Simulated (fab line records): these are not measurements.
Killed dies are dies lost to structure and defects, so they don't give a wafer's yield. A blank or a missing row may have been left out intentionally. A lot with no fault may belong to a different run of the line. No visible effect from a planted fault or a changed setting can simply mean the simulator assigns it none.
Which tool was responsible? | flow sky130 | 36 wafers from 12 lots sampled at 3 of the route's 708 steps

== WHAT THE GAUGES READ, wafer by wafer ==
SKY_VIA1_THK_MEAS_01.
lot  | measured     | on            | VIA1_HDPCVD_THK (nm)
L075 | day 33 03:00 | film metro-01 | 1023 1026 1024
L077 | day 34 14:35 | film metro-02 | 1030 1029 1028
L080 | day 34 18:10 | film metro-01 | 1008 1027 1023
L081 | day 34 22:16 | film metro-03 | 1028 1026 1028
L083 | day 35 18:58 | film metro-03 | 1028 1027 1034
L084 | day 36 07:46 | film metro-02 | 1048 1040 1034
L089 | day 38 02:01 | film metro-02 | 1037 1031 1048
L088 | day 38 03:36 | film metro-02 | 1050 1040 1039
L091 | day 38 09:05 | film metro-01 | 1032 1033 1038
L093 | day 38 14:57 | film metro-02 | 1039 1038 1041
L095 | day 39 09:25 | film metro-01 | 1056 1041 1040
L097 | day 39 17:17 | film metro-01 | 1027 1022 1037

== TOOL THAT RAN EACH LOT (tool first, then ch and the chambers of the sampled wafers, then the start) ==
lot  | SKY_CONTACT_ETCH_16                | SKY_CONTACT_CVD_24
L075 | rie diel-01 ch 0,1,3, day 31 21:40 | cvd w-02 ch 0,1, day 31 22:28
L077 | rie diel-02 ch 2,3, day 33 09:21   | cvd w-01 ch 0,1, day 33 10:28
L080 | rie diel-02 ch 1,2,3, day 33 11:30 | cvd w-01 ch 0,1, day 33 12:22
L081 | rie diel-03 ch 1,2,3, day 33 15:57 | cvd w-02 ch 0,1, day 33 16:47
L083 | rie diel-02 ch 2,3, day 34 13:16   | cvd w-02 ch 0,1, day 34 14:23
L084 | rie diel-02 ch 0,2,3, day 35 02:29 | cvd w-01 ch 0,1, day 35 03:26
L089 | rie diel-03 ch 0,2,3, day 36 21:13 | cvd w-02 ch 0,1, day 36 22:01
L088 | rie diel-02 ch 0,2,3, day 36 22:39 | cvd w-02 ch 0,1, day 36 23:28
L091 | rie diel-01 ch 1,2, day 37 04:30   | cvd w-02 ch 0,1, day 37 05:23
L093 | rie diel-03 ch 0,1,3, day 37 11:01 | cvd w-02 ch 0,1, day 37 11:58
L095 | rie diel-02 ch 0,2, day 38 05:55   | cvd w-02 ch 0, day 38 06:42
L097 | rie diel-03 ch 1,2,3, day 38 15:45 | cvd w-02 ch 0,1, day 38 16:34
- SKY_CONTACT_ETCH_16: etches BARC in N2/H2, stops on SiO2, time 45.9 s, target depth 60 nm.
- SKY_CONTACT_CVD_24: deposits W, target thk 340 nm, time 102.12 s.

== THE ANSWER, worked out from the rows above alone ==
Rule: the lots themselves supply what counts as usual. The widest of any qualifying gaps counts: lots, ordered by their means at a reading, are off when they make up no more than a third of the lots, leave a main group of 4 or more, and stand apart from it by 3 or more times the standard deviation of that group's means. Not used: any main group whose means are identical at the precision the tables above print for the reading. Also off: a lot with no number at a reading for which 4 or more lots have one. Any other lot the step has rows for is counted as sound.
Across all readings shown, no lot is off: no conclusion can be drawn from this.

== WHAT HAD BEEN PUT IN BY THE SIMULATOR ==
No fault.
